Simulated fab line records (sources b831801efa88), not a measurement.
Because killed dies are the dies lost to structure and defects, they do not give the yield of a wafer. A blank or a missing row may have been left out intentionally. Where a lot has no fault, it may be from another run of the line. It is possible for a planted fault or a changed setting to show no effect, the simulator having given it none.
Code-filled problem report in 8D (eight disciplines) form ; flow sky130 ; the parts of the form that need people (team, actions taken, sign-off) are left out

## 1. THE PROBLEM
Mean of run_length_s at SKY_VIA3_ETCH_14: 87.3 s across 3 wafers in 3 lots; on wafers with no fault it is 74.3 s (standard deviation 0.4). Relative to the usual mean, that is a shift of +32 standard deviations.
The step: etches BARC in N2/H2, stops on SiO2, time 45.9 s, target depth 60 nm.
Earliest sighting: wafer L932.2 on rie_diel-03 at day 42 07:17. The record holds 33 wafers of 11 lots with a number at this step. By rule, "out" or "out of limits" means more than 4 standard deviations away from the usual mean. All remaining wafers that have a number are taken as sound.

## 2. WHAT IT IS; WHAT IT IS NOT
question;is;is not
which readings at this step;run_length_s, oes_product_au;drypump_motor_current_A, n2_flow_sccm, rf_fwd_power_W, throttle_valve_pct
which lots;L932, L933, L934;L925, L926, L928, L939, L940, L944, L945, L947
which wafers of those lots;L932.2, L933.1, L934.5;L932.1, L932.4, L933.2, L933.6, L934.4, L934.6
read on which tools;rie_diel-03;rie_diel-02
when;from day 42 07:17;"up to then (11 sound wafers); but 19 sound wafers of L933, L934, L939, L940, L944, L945, L947 came after"

## 3. THE SUSPECTS, EACH WITH WHAT RULES IT OUT
Counting: any tool at a process step up to the reading remains a suspect provided it ran every lot that is out. Sound lots after the first of them don't rule it out here, since some wafers of a struck lot are sound.
- rie_diel-03 at SKY_VIA3_ETCH_14 (etches BARC in N2/H2, stops on SiO2, time 45.9 s, target depth 60 nm): kept. It ran every lot that is out, first L932 (day 42 07:17); its last sound lot up to then is L928 (day 41 05:13). Out on those wafers are its own readings of oes_product_au, run_length_s.
- In rie_diel-03 at SKY_VIA3_ETCH_14, the wafers that are out were processed in chamber 3 and their sound lot-mates in chambers 0, 2.
The count leaves rie_diel-03 at SKY_VIA3_ETCH_14.

## 4. THE CAUSE (what the simulator had put in)
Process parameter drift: rie_diel-03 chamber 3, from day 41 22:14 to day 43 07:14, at SKY_VIA3_ETCH_14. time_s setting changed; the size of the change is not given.
Counting left only this tool.

## 5. THE CHAIN OF EFFECTS, in route order
Rows list readings where the struck wafers' mean (over those with a number) sits beyond 3 standard deviations from the usual. Readings are gone through only where the record gives a usual standard deviation; hours: the median, over the lots, of the time from a lot's start at the first step in this table giving one to that lot's start at this step; sigmas: the change measured in usual standard deviations.
hours;step;reading;usual;on struck wafers;change;sigmas
0;SKY_VIA3_ETCH_14;oes_product_au;0.854 a.u.;0.758;-0.096;-19
0;SKY_VIA3_ETCH_14;run_length_s;74.3 s;87.3;+13.0;+32
0;SKY_VIA3_STRIP_16;strip_time_to_endpoint_s;4.127 s;3.994;-0.133;-5.1
Here are the process steps it includes:
- SKY_VIA3_ETCH_14: etches BARC in N2/H2, stops on SiO2, time 45.9 s, target depth 60 nm.
- SKY_VIA3_STRIP_16: strips in O2/N2.

## 6. HOW IT WOULD HAVE BEEN CAUGHT EARLIER
In this record the first reading out of limits was taken at day 42 07:17, 9 hours after the fault began at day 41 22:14.
